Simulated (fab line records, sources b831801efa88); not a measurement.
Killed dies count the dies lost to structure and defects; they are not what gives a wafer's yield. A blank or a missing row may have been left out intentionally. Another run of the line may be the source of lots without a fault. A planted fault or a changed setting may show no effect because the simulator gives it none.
Which tool was responsible? | flow sky130 | Sampling: 24 lots, 72 wafers, 4 of 708 route steps

## WHAT THE GAUGES READ, wafer by wafer
SKY_LOCAL_INTERCONNECT_RS_MEAS_01: uses a four-point probe to measure.
lot  | measured     | on           | LOCAL_INTERCONNECT_TIN_RS (ohm/sq)
L074 | day 29 01:47 | filmMetro-01 | 14.39 14.00 14.21
L075 | day 29 06:29 | filmMetro-03 | 13.82 13.68 13.82
L076 | day 29 23:53 | filmMetro-01 | 14.12 14.08 14.10
L077 | day 30 03:18 | filmMetro-01 | 14.13 13.91 14.14
L078 | day 31 01:58 | filmMetro-04 | 14.21 14.13 14.10
L079 | day 31 04:44 | filmMetro-01 | 13.62 13.76 13.62
L080 | day 31 08:13 | filmMetro-01 | 13.92 14.02 14.05
L081 | day 31 14:27 | filmMetro-01 | 14.54 14.12 14.31
L082 | day 32 05:34 | filmMetro-03 | 13.89 13.95 13.92
L083 | day 32 16:17 | filmMetro-04 | 14.12 14.05 14.06
L085 | day 33 00:28 | filmMetro-03 | 13.98 14.25 14.01
L084 | day 33 02:14 | filmMetro-04 | 13.91 14.04 13.84
L086 | day 33 03:10 | filmMetro-04 | 14.28 14.17 14.19
L087 | day 33 18:15 | filmMetro-03 | 13.98 14.50 14.12
L088 | day 34 01:58 | filmMetro-01 | 14.23 13.97 14.24
L089 | day 34 11:47 | filmMetro-04 | 14.34 14.08 14.31
L090 | day 34 17:22 | filmMetro-04 | 13.87 14.16 14.22
L091 | day 34 23:22 | filmMetro-03 | 14.15 14.49 14.05
L092 | day 35 05:58 | filmMetro-01 | 13.96 13.82 13.86
L093 | day 35 08:53 | filmMetro-01 | 14.28 14.12 13.96
L094 | day 35 11:01 | filmMetro-03 | 14.11 14.07 14.18
L095 | day 35 18:04 | filmMetro-04 | 14.05 13.76 13.97
L096 | day 36 05:47 | filmMetro-04 | 13.96 14.18 13.97
L097 | day 36 22:43 | filmMetro-03 | 14.04 14.13 14.05

SKY_METAL1_RS_MEAS_05: uses a four-point probe to measure.
lot  | measured     | on           | METAL1_ALCU_RS (ohm/sq)
L074 | day 31 12:16 | filmMetro-01 | 0.1251 0.1253 0.1251
L075 | day 31 16:47 | filmMetro-03 | 0.1280 0.1260 0.1281
L076 | day 32 11:14 | filmMetro-01 | 0.1254 0.1256 0.1246
L077 | day 32 13:37 | filmMetro-01 | 0.1282 0.1287 0.1285
L078 | day 33 11:05 | filmMetro-03 | 0.1265 0.1265 0.1278
L079 | day 33 14:04 | filmMetro-02 | 0.1259 0.1266 0.1256
L080 | day 33 17:34 | filmMetro-01 | 0.1263 0.1269 0.1260
L081 | day 33 23:52 | filmMetro-02 | 0.1273 0.1284 0.1277
L082 | day 34 13:47 | filmMetro-02 | 0.1253 0.1246 0.1261
L083 | day 35 01:45 | filmMetro-02 | 0.1263 0.1255 0.1262
L085 | day 35 09:35 | filmMetro-02 | 0.1266 0.1262 0.1275
L084 | day 35 10:11 | filmMetro-02 | 0.1271 0.1289 0.1272
L086 | day 35 10:29 | filmMetro-03 | 0.1286 0.1275 0.1261
L087 | day 36 03:18 | filmMetro-03 | 0.1265 0.1281 0.1258
L088 | day 36 11:05 | filmMetro-01 | 0.1260 0.1266 0.1270
L089 | day 36 18:46 | filmMetro-02 | 0.1247 0.1265 0.1256
L090 | day 37 00:32 | filmMetro-01 | 0.1268 0.1293 0.1282
L091 | day 37 07:37 | filmMetro-02 | 0.1279 0.1271 0.1284
L092 | day 37 13:10 | filmMetro-02 | 0.1245 0.1267 0.1247
L093 | day 37 16:28 | filmMetro-03 | 0.1266 0.1274 0.1270
L094 | day 37 18:52 | filmMetro-01 | 0.1273 0.1267 0.1265
L095 | day 38 01:31 | filmMetro-01 | 0.1314 0.1304 0.1288
L096 | day 38 14:04 | filmMetro-01 | 0.1258 0.1251 0.1261
L097 | day 39 05:17 | filmMetro-03 | 0.1271 0.1289 0.1285

SKY_VIA1_CD_MEAS_12: the cd target is 150 nm.
lot  | measured     | on       | cdNm (nm)
L074 | day 33 20:35 | cdSem-02 | 149.0 148.3 147.5
L075 | day 33 22:13 | cdSem-01 | 149.6 149.6 148.4
L076 | day 34 19:08 | cdSem-02 | 147.1 150.0 147.7
L077 | day 34 20:28 | cdSem-01 | 150.0 150.9 149.4
L078 | day 35 18:40 | cdSem-02 | 153.6 150.4 150.4
L079 | day 35 20:31 | cdSem-01 | 148.3 147.8 147.8
L080 | day 36 00:35 | cdSem-01 | 149.9 148.9 150.2
L081 | day 36 05:59 | cdSem-02 | 153.3 152.4 152.6
L082 | day 36 19:02 | cdSem-01 | 150.4 152.2 151.1
L083 | day 37 07:52 | cdSem-02 | 150.3 151.2 151.3
L085 | day 37 15:07 | cdSem-02 | 150.4 148.4 151.3
L084 | day 37 15:49 | cdSem-01 | 149.6 148.2 150.5
L086 | day 37 16:49 | cdSem-01 | 148.8 149.4 149.6
L087 | day 38 09:30 | cdSem-02 | 150.5 148.9 150.8
L088 | day 38 16:27 | cdSem-01 | 149.2 149.4 149.7
L089 | day 38 22:52 | cdSem-02 | 148.4 148.4 150.8
L090 | day 39 05:10 | cdSem-02 | 148.3 148.0 148.5
L091 | day 39 12:07 | cdSem-01 | 149.5 148.6 148.9
L092 | day 39 16:50 | cdSem-02 | 149.2 150.8 150.4
L093 | day 39 19:51 | cdSem-01 | 150.5 151.1 150.1
L094 | day 39 23:17 | cdSem-01 | 146.9 148.7 145.5
L095 | day 40 04:27 | cdSem-01 | 151.4 149.5 153.3
L096 | day 40 17:03 | cdSem-01 | 151.9 152.5 153.6
L097 | day 41 07:25 | cdSem-02 | 150.6 149.9 149.0

## TOOL THAT RAN EACH LOT (tool first, then ch and the chambers of the sampled wafers, then the start)
lot  | SKY_VIA1_CMP_02
L074 | cmp-02 ch 0,1,3, day 32 17:13
L075 | cmp-02 ch 1,2,3, day 32 20:35
L076 | cmp-02 ch 0,2,3, day 33 15:30
L077 | cmp-02 ch 0,1,2, day 33 16:59
L078 | cmp-01 ch 1,2,3, day 34 15:11
L079 | cmp-01 ch 0,1,2, day 34 18:07
L080 | cmp-02 ch 1,2,3, day 34 21:53
L081 | cmp-02 ch 1,2,3, day 35 03:36
L082 | cmp-01 ch 1,2, day 35 16:51
L083 | cmp-01 ch 0,2,3, day 36 05:05
L085 | cmp-01 ch 0,2,3, day 36 12:14
L084 | cmp-01 ch 0,1,3, day 36 13:31
L086 | cmp-01 ch 1,2,3, day 36 14:19
L087 | cmp-01 ch 0,2,3, day 37 06:58
L088 | cmp-01 ch 2,3, day 37 14:35
L089 | cmp-01 ch 0,1,2, day 37 21:35
L090 | cmp-01 ch 0,3, day 38 04:04
L091 | cmp-02 ch 0,3, day 38 10:53
L092 | cmp-02 ch 0,2,3, day 38 16:11
L093 | cmp-02 ch 2,3, day 38 19:05
L094 | cmp-02 ch 0,1,2, day 38 21:58
L095 | cmp-01 ch 0,1,3, day 39 03:43
L096 | cmp-01 ch 0,1,3, day 39 16:00
L097 | cmp-02 ch 0,2, day 40 06:16
- SKY_VIA1_CMP_02: polishes SiO2.

## WHAT THE TOOLS THEMSELVES READ (means of the sampled wafers that have a number; where no wafer has one, the mark that the record gives instead)
SKY_VIA1_CMP_02.
lot  | tool   | motorCurrentA (A) | slurryFlowMlMin
L074 | cmp-02 | 13.6              | 150.4
L075 | cmp-02 | 12.0              | 150.0
L076 | cmp-02 | 12.2              | 149.8
L077 | cmp-02 | 12.5              | 150.0
L078 | cmp-01 | 11.9              | 150.2
L079 | cmp-01 | 12.8              | 149.9
L080 | cmp-02 | 11.9              | 149.5
L081 | cmp-02 | 11.8              | 150.1
L082 | cmp-01 | 12.3              | 150.2
L083 | cmp-01 | 13.2              | 150.3
L085 | cmp-01 | 13.2              | 149.7
L084 | cmp-01 | 12.3              | 149.8
L086 | cmp-01 | 12.2              | 150.2
L087 | cmp-01 | 13.0              | 149.7
L088 | cmp-01 | 12.4              | 149.4
L089 | cmp-01 | 13.4              | 150.0
L090 | cmp-01 | 14.6              | 150.2
L091 | cmp-02 | 14.2              | 149.6
L092 | cmp-02 | 12.4              | 150.6
L093 | cmp-02 | 11.3              | 150.2
L094 | cmp-02 | 12.8              | 150.0
L095 | cmp-01 | 12.9              | 149.5
L096 | cmp-01 | 12.5              | 150.1
L097 | cmp-02 | 13.7              | 149.8

## THE ANSWER, worked out from the rows above alone
Rule: what is usual is taken from the lots themselves. The widest of any qualifying gaps counts: lots, ordered by their means at a reading, are off when they make up no more than a third of the lots, leave a main group of 4 or more, and stand apart from it by 3 or more times the standard deviation of that group's means. A main group whose means are all the same, to the digits that the tables above print for the reading, isn't used. Also off: a lot with no number at a reading for which 4 or more lots have one. Where the step has rows for the other lots, those lots are counted as sound. Order of review: gauges by route order, followed by the tools' own readings, for which a lot's mean as printed above is used. At the first step where some lot is off, the reading lying furthest off is the one used; lots without a number count as furthest.
Across all readings shown, no lot is off: no conclusion can be drawn from this.

## WHAT THE SIMULATOR HAD PUT IN
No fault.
